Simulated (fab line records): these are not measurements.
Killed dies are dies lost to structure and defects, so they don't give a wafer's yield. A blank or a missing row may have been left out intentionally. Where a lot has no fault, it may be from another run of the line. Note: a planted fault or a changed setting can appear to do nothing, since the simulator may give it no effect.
A lot that was struck, set against a sound lot / flow sky130 / 15 out of 708 route steps
Sound: the wafers L531.2, L531.4, L531.5. Wafers L542.1, L542.4, L542.5 were the ones struck. The cause is named last.
Order at every step that has rows: each side's tool, ch and its chambers, its first start. Under that, the readings that differ: sound wafers / struck wafers / difference of the means / sigmas: that difference in standard deviations of wafers without a fault.
alike: a reading whose means differ by less than 2 such deviations, as well as words and numbers matching on both sides. not compared: withheld readings; readings where some wafer has no value; bounds like >300 that might hide an equal value; numbers whose values overlap and for which the record gives no deviation.
A row with sigmas, a row that says differs or no value, or rows on one side alone: a step with any of these is where the two part. When numbers do not overlap yet have no deviation, they are printed without sigmas and do not part them. Lack of a reading on every wafer of one side parts them only where that side has two or more wafers.

first, 2 steps without rows for these wafers: SKY_POLY_GATE_CLEAN_19 (cleans in SC1/SC2, time 150 s); SKY_POLY_GATE_OXIDATION_20 (stabilise 600 s, purge 300 s, target thk 4 nm).
SKY_POLY_GATE_THK_MEAS_21:
  sound on film-metro-01 at day 18 18:16; struck on film-metro-01 at day 22 19:28
  alike: POLY_GATE_OXIDATION_THK
SKY_POLY_GATE_CD_MEAS_22:
  sound on cd-sem-02 at day 18 18:26; struck on cd-sem-01 at day 22 19:32
  alike: cd-nm
then, 7 steps without rows for these wafers: SKY_LDD_N_DEHYDRATE_00 (time 60 s); SKY_LDD_N_HMDS_01 (prime time 60 s); SKY_LDD_N_COAT_02 (resist thk 300 nm); SKY_LDD_N_SOFTBAKE_03 (time 60 s); SKY_LDD_N_EXPOSE_04 (exposes mask NTM, target cd 840 nm); SKY_LDD_N_PEB_05; SKY_LDD_N_DEVELOP_06 (develop time 60 s).
SKY_LDD_N_OVL_MEAS_07:
  sound on overlay-02 at day 20 01:05; struck on overlay-02 at day 24 01:32
  alike: LDD_N_OVL
SKY_LDD_N_IMPLANT_08:
  sound on implanter-02 ch 0, day 20 01:08; struck on implanter-02 ch 0, day 24 01:34
reading=dose-ions-cm2; sound=7.496e+13 7.497e+13 7.492e+13; struck=8.576e+13 8.556e+13 8.562e+13; difference=+1.070e+13; sigmas=+99 or more
reading=faraday-current-uA; sound=430 414 424; struck=492 483 474; difference=+60; sigmas=+7
then, 1 step without rows for these wafers: SKY_LDD_N_IMPLANT_09.
-- record jumps: 26 days separate the struck wafers' starts on either side; left off in module LDD_N, taken up again in module PAD_OPEN, whose first shown step is the route's number 708 --
SKY_PAD_OPEN_PROBE_99:
  sound on prober-01 at day 47 07:04; struck on prober-02 at day 49 16:46
reading=model.etest.tip-n.rs-ohm-sq; sound=438.4 440.3 436.3; struck=427 433.3 427.1; difference=-9; sigmas=
  alike: killed_at_M0_to_M3, killed_at_M4_up, killed-at-contacts, killed-at-front-end, killed-at-other, killed-dies, killed-open, killed-short

## WHERE THEY PART
Only at SKY_LDD_N_IMPLANT_08, within this record. Later steps at which nothing parts them and some readings are alike: SKY_PAD_OPEN_PROBE_99.

WHY: what the simulator had put in
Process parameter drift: implanter-02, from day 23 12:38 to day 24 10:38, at SKY_LDD_N_IMPLANT_08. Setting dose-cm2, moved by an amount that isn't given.
